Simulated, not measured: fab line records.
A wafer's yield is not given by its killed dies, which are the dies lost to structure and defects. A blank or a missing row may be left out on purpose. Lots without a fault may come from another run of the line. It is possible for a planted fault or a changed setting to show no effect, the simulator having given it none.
A struck lot beside a sound one    flow gf180mcu    16 out of 602 route steps
Sound: wafers L291.1, L291.2, L291.3. Wafers L302.1, L302.5 were the ones struck. The cause is named last.
At each step with rows: each side's tool, then ch and its chambers, then its first start. Under that, the readings that differ: sound wafers    struck wafers    difference of the means    sigmas: that difference in standard deviations of wafers without a fault.
alike: words and numbers the same on both sides, and readings whose means are apart by under 2 such deviations; not compared: readings that were withheld, readings missing a value for some wafer, numbers with overlapping values and no deviation given by the record, and bounds like >300 which may hide the same value.
Wherever a step has rows on one side only, a row that says differs or no value, or a row with sigmas, the two part there. Non-overlapping numbers with no deviation appear without sigmas and do not part them. A reading missing from all wafers of one side parts the sides only when that side holds two or more wafers.

first, 1 step without rows for these wafers: GF_STI_DEVELOP_11 (develop time 60 s).
GF_STI_CD_MEAS_12: target cd 220 nm.
  sound: cd-sem-02 at day 3 18:26; struck: cd-sem-02 at day 6 04:17
  alike: cd-nm
GF_STI_ETCH_13: etches the open film in CHF3/O2, stops on Si, target depth 282.31 nm, time 112.9 s.
  sound on rie-diel-03 ch 1,2,3, day 3 18:34; struck on rie-diel-03 ch 1, day 6 04:25
  alike: chamber-pressure-mTorr, drypump-motor-current-A, oes-product-au, throttle-valve-pct
  not compared: rf-hours-counter-h
GF_STI_ETCH_14: etches Si in HBr/Cl2/O2, target depth 360 nm, time 102.9 s.
  sound on rie-si-01 ch 0,1,2, day 3 18:38; struck on rie-si-01 ch 0,1, day 6 04:29
  alike: chamber-pressure-mTorr, drypump-motor-current-A, oes-product-au, throttle-valve-pct
  not compared: rf-hours-counter-h
GF_STI_STRIP_15: strips in O2/N2.
  sound on plasma-asher-01 ch 0,1, day 3 18:43; struck on plasma-asher-04 ch 0,1, day 6 04:34
  alike: chamber-pressure-mTorr, drypump-motor-current-A, heater-power-w, oes-product-au, strip-time-to-endpoint-s
  not compared: rf-hours-counter-h
then, 6 steps without rows for these wafers: GF_STI_CLEAN_16 (cleans in dHF, time 25 s); GF_STI_WET_ETCH_17 (etches Si3N4 in H3PO4, target depth 45 nm, time 514 s); GF_STI_CLEAN_18 (cleans in SC1/SC2, time 150 s); GF_STI_CLEAN_19 (cleans in dHF, time 20 s); GF_STI_WET_ETCH_20 (etches SiO2 in dHF, target depth 20 nm, time 400 s); GF_STI_OXIDATION_21 (stabilise 600 s, purge 300 s, target thk 15 nm).
GF_STI_THK_MEAS_22:
  sound: film-metro-04 at day 3 20:17; struck: film-metro-02 at day 6 06:08
  alike: STI_OXIDATION_01_THK
GF_STI_CVD_23: deposits SiO2, target thk 650 nm, time 108.3 s.
  sound on hdpcvd-01 ch 0,1,2, day 3 20:21; struck on hdpcvd-02 ch 1, day 6 06:12
reading                               sound              struck       difference  sigmas
model.SiO2_of_STI_CVD_23.thk-nm (nm)  643.2 654.4 638.5  705.4 695.5  +55.1       
GF_STI_THK_MEAS_24:
  sound: film-metro-02 at day 3 20:26; struck: film-metro-04 at day 6 06:17
reading              sound        struck   difference  sigmas
STI_CVD_23_THK (nm)  643 654 639  706 696  +56         +9
GF_STI_CMP_25: polishes, stops on Si3N4, t overpolish 33 s, target thk 524.6 nm.
  sound on cmp-01 ch 0,1,2, day 3 20:29; struck on cmp-02 ch 0,1, day 6 06:29
  alike: motor-current-A, platen-rpm
-- the record jumps here: 28 days lie between the struck wafers' starts before and after (it left off in module STI and takes up again in module PASSIVATION, whose first step shown is number 602 of the route) --
GF_PASSIVATION_PROBE_99:
  rows exist in the record for the struck wafers here (prober-01, day 34 01:59), but not for the sound ones

## WHERE THEY PART
Last at GF_PASSIVATION_PROBE_99 as far as this record goes, first at GF_STI_THK_MEAS_24.

WHY: whatever the simulator had introduced
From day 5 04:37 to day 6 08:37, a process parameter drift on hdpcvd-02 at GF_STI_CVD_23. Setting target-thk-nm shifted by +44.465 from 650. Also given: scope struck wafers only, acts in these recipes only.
